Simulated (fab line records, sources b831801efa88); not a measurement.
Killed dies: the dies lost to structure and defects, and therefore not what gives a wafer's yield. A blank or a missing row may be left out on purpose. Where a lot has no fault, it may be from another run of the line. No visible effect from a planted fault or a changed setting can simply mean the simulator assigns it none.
Chamber matching | flow sky130 | SKY_FIELD_ISO_CMP_27 on cmp-02 has 4 sister chambers
The step polishes, stops on Si3N4, t overpolish 16 s, target thk 457.8 nm. 14 wafers are shown with their chamber, then 7 later ones without.

EACH WAFER AND ITS CHAMBER
wafer  | chamber | motorCurrentA (A) | timeToEndpointS (s) | overpolishRunS (s)
L491.4 | 3       | 10.3              | 106                 | 15.989
L491.5 | 3       | 10.3              | 108                 | 16.004
L491.6 | 2       | 11.6              | 115                 | 15.994
L492.1 | 0       | 13.9              | 109                 | 15.991
L492.2 | 2       | 11.1              | 116                 | 16.015
L492.4 | 3       | 10.2              | 106                 | 15.997
L494.1 | 1       | 12.5              | 112                 | 16.011
L494.2 | 0       | 13.7              | 108                 | 16.001
L494.5 | 3       | 10.2              | 102                 | 16.017
L504.1 | 2       | 11.9              | 111                 | 15.995
L504.2 | 1       | 12.4              | 112                 | 16.007
L504.4 | 3       | 10.6              | 103                 | 15.996
L505.3 | 0       | 13.9              | 103                 | 16.013
L505.5 | 1       | 12.6              | 111                 | 16.022

SIGNATURES (averages over the wafers above)
reading         | chamber 0 | chamber 1 | chamber 2 | chamber 3 | scatter within a chamber
motorCurrentA   | 13.833    | 12.500    | 11.533    | 10.320    | 0.219
timeToEndpointS | 106.67    | 111.67    | 114.00    | 105.00    | 2.44
overpolishRunS  | 16.00167  | 16.01333  | 16.00133  | 16.00060  | 0.0105
Rule: a wafer's distance from a chamber is the root of the sum, over the readings, of the square of ((its reading less the chamber's mean) divided by the reading's scatter). The wafer belongs to the nearest chamber; if the next one is less than 2 further off, it can't be placed. The scatter is the square root of a quotient: the sum, over the shown wafers, of each reading's squared deviation from its chamber's mean, divided by wafers minus chambers.

WAFERS WITH NO CHAMBER GIVEN
wafer  | motorCurrentA (A) | timeToEndpointS (s) | overpolishRunS (s)
L505.6 | 10.8              | 109                 | 15.995
L507.1 | 14.6              | 107                 | 16.026
L507.2 | 10.3              | 101                 | 15.999
L507.5 | 10.9              | 105                 | 15.997
L510.1 | 10.4              | 107                 | 15.972
L510.3 | 12.7              | 109                 | 16.007
L510.4 | 11.7              | 109                 | 16.001

CHAMBER TAKEN BY EACH
wafer  | from the rows above     | in truth
L505.6 | can't be placed: 3 or 2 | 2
L507.1 | 0                       | 0
L507.2 | 3                       | 3
L507.5 | 3                       | 3
L510.1 | 3                       | 3
L510.3 | 1                       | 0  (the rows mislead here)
L510.4 | can't be placed: 2 or 1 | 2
Correct placement for 4 of the 7. Not placeable from these rows: 2 (in 2, the candidates include the true chamber). Wrongly placed: 1.
